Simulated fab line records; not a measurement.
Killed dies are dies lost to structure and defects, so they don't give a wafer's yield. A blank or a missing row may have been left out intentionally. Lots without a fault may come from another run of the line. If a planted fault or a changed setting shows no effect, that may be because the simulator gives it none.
Chamber matching	flow sky130	4 sister chambers for SKY_VIA2_ETCH_15 on rie diel-03
The step etches SiO2 in C4F8/O2/Ar, stops on TiN, target depth 546 nm, time 84 s. 4 wafers are shown with their chamber, then 7 later ones without.

## WAFERS PAIRED WITH THEIR CHAMBERS
wafer	chamber	oes product au (a.u.)
L497.1	1	0.937
L497.5	0	0.935
L502.1	2	0.943
L502.3	3	0.938

## WAFERS WITHOUT THEIR CHAMBER
wafer	oes product au (a.u.)
L502.4	0.942
L506.2	0.937
L506.4	0.938
L506.6	0.936
L508.2	0.937
L508.3	0.939
L508.5	0.940

## WHICH CHAMBER EACH ONE RAN IN
wafer	from the rows above	in truth
L502.4	2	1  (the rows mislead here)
L506.2	can't be placed: 1 or 3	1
L506.4	can't be placed: 3 or 1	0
L506.6	can't be placed: 0 or 1 or 3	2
L508.2	can't be placed: 1 or 3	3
L508.3	can't be placed: 3 or 1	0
L508.5	can't be placed: 3 or 1 or 2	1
Correct placement for 0 of the 7. Can't be placed from these rows: 6 (the true chamber is among the candidates in 3). Number placed wrongly: 1.
How it was worked out, from the rows above alone: a wafer's distance from a chamber is the root of the sum, over the readings, of the square of ((its reading less the chamber's mean) divided by the reading's scatter). If the next closest chamber is less than 2 further off than the closest, the wafer can't be placed; otherwise it belongs to the closest. A chamber's mean is the mean of its shown wafers. The scatter (one wafer shown for each chamber): square how far every hidden wafer sits from the nearest shown wafer, average those squares and take the square root.
